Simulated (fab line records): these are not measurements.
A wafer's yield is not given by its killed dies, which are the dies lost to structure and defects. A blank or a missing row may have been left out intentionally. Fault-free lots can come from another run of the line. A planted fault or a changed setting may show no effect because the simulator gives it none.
A struck lot beside a sound one :: flow sky130 :: 15 out of 708 route steps
Sound: the wafers L511.1, L511.2, L511.4. Struck: wafer L518.2 (L518.1, L518.4, from the same lot, were not struck and are left out); the cause is given at the end.
At each step with rows: each side's tool, then ch and its chambers, then its first start. Under that, the readings that differ: sound wafers :: struck wafers :: difference of the means :: sigmas: that difference in standard deviations of wafers without a fault.
alike: same words and numbers on both sides, and readings whose means sit less than 2 such deviations apart. not compared: any withheld reading, any reading some wafer has no value for, any bound like >300 that may hide the same value, and any number with overlapping values for which the record gives no deviation.
The two part at a step that has a row with sigmas, a row that says differs or no value, or rows on one side only. Numbers that don't overlap but have no deviation are shown without sigmas and don't part them. A reading that every wafer of one side lacks parts them only if that side has two wafers or more.

first, 6 steps without rows for these wafers: SKY_VIA4_HMDS_05 (prime time 60 s); SKY_VIA4_COAT_06 (resist thk 1140 nm); SKY_VIA4_SOFTBAKE_07 (time 60 s); SKY_VIA4_EXPOSE_08 (exposes mask VIM4, target cd 800 nm); SKY_VIA4_PEB_09; SKY_VIA4_DEVELOP_10 (develop time 60 s).
SKY_VIA4_OVL_MEAS_11:
  struck on overlay-02, day 46 17:04; sound on overlay-01, day 45 04:43
  alike: VIA4_OVL
SKY_VIA4_ETCH_12: etches SiO2 in C4F8/O2/Ar, stops on TiN, target depth 580 nm.
  sound on rieDiel-03 ch 0,1,3, day 45 04:45; struck on rieDiel-04 ch 2, day 46 17:06
  alike: oesProductAu
SKY_VIA4_STRIP_13: strips in O2/N2.
  sound on plasmaAsher-04 ch 0,1, day 45 04:49; struck on plasmaAsher-01 ch 1, day 46 17:11
  alike: drypumpMotorCurrentA, n2FlowSccm, oesProductAu, stripTimeToEndpointS
  not compared: rfHoursCounterH
then, 3 steps without rows for these wafers: SKY_VIA4_STRIP_14 (strips in post etch residue remover, time 1200 s); SKY_VIA4_CLEAN_15 (cleans in IPA, time 180 s); SKY_VIA4_CLEAN_16 (cleans in O3/DIW).
SKY_VIA4_SPUTTER_17: material TiN, target thk 20 nm, time 80 s.
  struck on pvdSputter-04, day 46 17:47; sound on pvdSputter-04, day 45 05:25
reading: model.TiN_of_VIA4_SPUTTER_17.thkNm (nm)
sound: 19.98 19.98 19.99
struck: 18.85
difference: -1.13
sigmas: 
  alike: throttleValvePct
SKY_VIA4_CVD_18: deposits W, target thk 505 nm, time 152.14 s.
  sound on cvdW-02 ch 0,1, day 45 05:29; struck on cvdW-01 ch 0, day 46 17:51
  alike: heaterPowerW
-- the record jumps here: 3 days lie between the struck wafers' starts before and after (it left off in module VIA4 and takes up again in module PAD_OPEN, whose first step shown is number 708 of the route) --
SKY_PAD_OPEN_PROBE_99:
  struck on prober-02, day 49 07:37; sound on prober-01, day 47 23:17
  alike: defectLimitedYield, killed_at_M0_to_M3, killed_at_M4_up, killedAtContacts, killedAtFrontEnd, killedAtOther, killedDies, killedOpen, killedShort, sort_bin_3_pad_short, sort_bin_5_function, sort_bin_6_memory, sortNPass, sortYieldPct

== WHERE THEY PART ==
Nowhere in this record.

WHY: the cause the simulator had injected
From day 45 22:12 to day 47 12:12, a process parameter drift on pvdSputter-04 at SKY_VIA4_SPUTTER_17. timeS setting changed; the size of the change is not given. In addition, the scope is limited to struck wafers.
